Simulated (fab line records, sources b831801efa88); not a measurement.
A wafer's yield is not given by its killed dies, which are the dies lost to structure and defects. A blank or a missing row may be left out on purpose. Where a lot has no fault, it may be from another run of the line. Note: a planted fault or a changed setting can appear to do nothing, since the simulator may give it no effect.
Which tool is to blame?    flow gf180mcu    6 lots with 18 wafers sampled at 2 steps, on a route of 602 steps

WHAT EACH GAUGE READ, for each wafer
GF_HV_LDD_OVL_MEAS_32.
lot   measured      on          HV_LDD_02_OVL (nm)
L543  day 12 12:49  overlay-01  -0.9 -2.0 0.9
L549  day 14 18:23  overlay-01  -1.0 -1.5 -0.4
L552  day 15 18:37  overlay-01  0.1 1.1 -0.1
L555  day 16 14:19  overlay-01  2.6 2.2 2.4
L560  day 18 04:28  overlay-02  0.3 1.6 0.6
L562  day 18 11:01  overlay-01  1.7 2.9 2.7

TOOL THAT RAN EACH LOT (tool first, then ch and the chambers of the sampled wafers, then the start)
lot   GF_POLY_GATE_STRIP_14
L543  plasma asher-04 ch 0,1, day 10 02:24
L549  plasma asher-01 ch 0,1, day 12 00:51
L552  plasma asher-04 ch 0,1, day 13 01:48
L555  plasma asher-04 ch 0,1, day 13 18:17
L560  plasma asher-04 ch 0,1, day 15 07:56
L562  plasma asher-03 ch 1, day 15 16:37
- GF_POLY_GATE_STRIP_14: strips in O2/N2.

THE ANSWER, worked out from the rows above alone
Rule: the lots themselves supply what counts as usual. Put in order of their means at a reading, lots are off if they are a third of the lots or fewer, leave a main group of 4 or more, and stand apart from it by a gap of 3 or more times the standard deviation of the main group's means; of several such gaps the widest counts. If all means in a main group match to the digits the tables above print for the reading, that group is not used. A lot without any number at a reading at which 4 lots or more have one is off too. Where the step has rows for the other lots, those lots are counted as sound.
None of the lots is off at any reading shown; this tells nothing.

WHAT THE SIMULATOR HAD PUT IN
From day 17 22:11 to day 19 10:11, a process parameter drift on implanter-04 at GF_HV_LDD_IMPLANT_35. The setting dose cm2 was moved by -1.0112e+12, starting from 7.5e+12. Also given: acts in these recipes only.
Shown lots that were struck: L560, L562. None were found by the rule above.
